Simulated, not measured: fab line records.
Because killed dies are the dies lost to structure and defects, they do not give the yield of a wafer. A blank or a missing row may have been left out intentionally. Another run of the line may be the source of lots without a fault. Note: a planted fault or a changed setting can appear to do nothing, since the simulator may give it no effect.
Which tool was responsible? | flow gf180mcu | 6 lots with 18 wafers sampled at 3 steps, on a route of 602 steps

== WHAT THE GAUGES SHOWED, per wafer ==
GF_TOP_METAL_CD_MEAS_14 targets a cd of 440 nm.
lot  | measured     | on        | cd_nm (nm)
L503 | day 28 08:45 | cd_sem-02 | 443.6 443.1 443.7
L506 | day 29 07:11 | cd_sem-02 | 440.6 443.7 440.9
L511 | day 31 02:09 | cd_sem-02 | 368.7 424.3 387.1
L520 | day 32 23:29 | cd_sem-01 | 440.9 441.1 442.5
L522 | day 33 08:46 | cd_sem-02 | 441.8 441.7 441.2
L524 | day 33 20:28 | cd_sem-02 | 440.0 438.1 438.9

== EACH LOT AND THE TOOL THAT RAN IT (in order: tool; ch and the chambers of the sampled wafers; start) ==
lot  | GF_MIM_STRIP_20                      | GF_TOP_METAL_EXPOSE_11
L503 | plasma_asher-01 ch 1, day 25 16:32   | iline_stepper-02 ch 0, day 27 23:00
L506 | plasma_asher-01 ch 0,1, day 26 15:51 | iline_stepper-02 ch 0, day 28 21:50
L511 | plasma_asher-03 ch 0,1, day 28 14:23 | iline_stepper-02 ch 0, day 30 17:12
L520 | plasma_asher-01 ch 0,1, day 30 17:20 | iline_stepper-01 ch 0, day 32 16:02
L522 | plasma_asher-03 ch 0, day 31 04:32   | iline_stepper-02 ch 0, day 33 01:48
L524 | plasma_asher-03 ch 0,1, day 31 16:56 | iline_stepper-02 ch 0, day 33 12:46
- GF_MIM_STRIP_20: strips in O2/N2.
- GF_TOP_METAL_EXPOSE_11: exposes mask MetalTop, target cd 440 nm.

== THE ANSWER, worked out from the rows above alone ==
Rule: the lots themselves supply what counts as usual. Put in order of their means at a reading, lots are off if they are a third of the lots or fewer, leave a main group of 4 or more, and stand apart from it by a gap of 3 or more times the standard deviation of the main group's means; of several such gaps the widest counts. If all means in a main group match to the digits the tables above print for the reading, that group is not used. A lot without any number at a reading at which 4 lots or more have one is off too. Where the step has rows for the other lots, those lots are counted as sound.
Off, at GF_TOP_METAL_CD_MEAS_14 on cd_nm: L511. Main group: mean 441.5 nm, sd 1.4.
A tool fits if, at a process step before that reading, it ran every lot that is off, and no sound lot after the first of them. Those tools and the gauges at GF_TOP_METAL_CD_MEAS_14 are tried in the same way. None of those tried fits.

== WHAT WAS PUT IN BY THE SIMULATOR ==
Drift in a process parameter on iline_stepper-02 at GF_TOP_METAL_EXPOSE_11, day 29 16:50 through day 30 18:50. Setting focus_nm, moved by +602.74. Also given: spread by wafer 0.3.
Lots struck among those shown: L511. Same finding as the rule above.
